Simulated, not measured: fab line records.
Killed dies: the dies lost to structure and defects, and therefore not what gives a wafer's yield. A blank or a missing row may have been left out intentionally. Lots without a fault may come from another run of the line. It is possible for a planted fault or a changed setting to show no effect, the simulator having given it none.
Chamber matching + flow gf180mcu + 4 sister chambers for GF_V5_ETCH_16 on rie_diel-01
The step etches BARC in N2/H2. 14 wafers are shown with their chamber, then 7 later ones without.

WAFERS WITH THEIR CHAMBER
| wafer  | chamber | drypump_motor_current_A (A) | rf_fwd_power_W (W) | throttle_valve_pct (%) |
|--------|---------|-----------------------------|--------------------|------------------------|
| L275.1 | 0       | 5.4                         | 493.5              | 13.226                 |
| L275.3 | 2       | 5.7                         | 493.9              | 13.244                 |
| L275.6 | 1       | 5.8                         | 496.5              | 13.239                 |
| L276.1 | 2       | 5.7                         | 494.2              | 13.234                 |
| L276.3 | 0       | 5.3                         | 493.7              | 13.229                 |
| L276.4 | 1       | 5.9                         | 495.4              | 13.230                 |
| L279.2 | 1       | 5.9                         | 491.9              | 13.222                 |
| L279.3 | 2       | 5.7                         | 495.1              | 13.214                 |
| L279.6 | 1       | 5.9                         | 494.5              | 13.233                 |
| L289.1 | 2       | 5.7                         | 493.2              | 13.227                 |
| L289.3 | 3       | 5.9                         | 495.3              | 13.223                 |
| L289.4 | 0       | 5.4                         | 492.1              | 13.211                 |
| L291.1 | 0       | 5.3                         | 494.7              | 13.231                 |
| L291.3 | 2       | 5.7                         | 494.1              | 13.241                 |

SIGNATURES (averages over the wafers above)
| reading                 | chamber 0 | chamber 1 | chamber 2 | chamber 3 | scatter within a chamber |
|-------------------------|-----------|-----------|-----------|-----------|--------------------------|
| drypump_motor_current_A | 5.350     | 5.875     | 5.700     | 5.900     | 0.0418                   |
| rf_fwd_power_W          | 493.500   | 494.575   | 494.100   | 495.300   | 1.3                      |
| throttle_valve_pct      | 13.22425  | 13.23100  | 13.23200  | 13.22300  | 0.00987                  |
Rule: for each reading, subtract the chamber's mean from the wafer's reading, divide by that reading's scatter and square the result; add these up over the readings and take the root, which gives the wafer's distance from the chamber. The wafer belongs to the nearest chamber; if the next one is less than 2 further off, it can't be placed. The scatter: the root of (the sum of the squares of (reading less its chamber's mean) over the shown wafers, divided by (wafers less chambers)).

WAFERS WITH NO CHAMBER GIVEN
| wafer  | drypump_motor_current_A (A) | rf_fwd_power_W (W) | throttle_valve_pct (%) |
|--------|-----------------------------|--------------------|------------------------|
| L291.6 | 5.3                         | 495.2              | 13.226                 |
| L292.3 | 5.9                         | 497.7              | 13.225                 |
| L292.4 | 5.7                         | 489.5              | 13.222                 |
| L292.6 | 5.7                         | 493.3              | 13.221                 |
| L295.3 | 5.8                         | 496.1              | 13.234                 |
| L295.4 | 5.3                         | 496.7              | 13.239                 |
| L295.5 | 5.7                         | 495.3              | 13.221                 |

EACH ONE'S CHAMBER
| wafer  | from the rows above          | in truth |
|--------|------------------------------|----------|
| L291.6 | 0                            | 0        |
| L292.3 | can't be placed: 3 or 1      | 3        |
| L292.4 | 2                            | 2        |
| L292.6 | 2                            | 2        |
| L295.3 | can't be placed: 1 or 3 or 2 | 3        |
| L295.4 | 0                            | 0        |
| L295.5 | 2                            | 2        |
Placed correctly: 5 of 7. Not placeable from these rows: 2 (in 2, the candidates include the true chamber). Wrongly placed: 0.
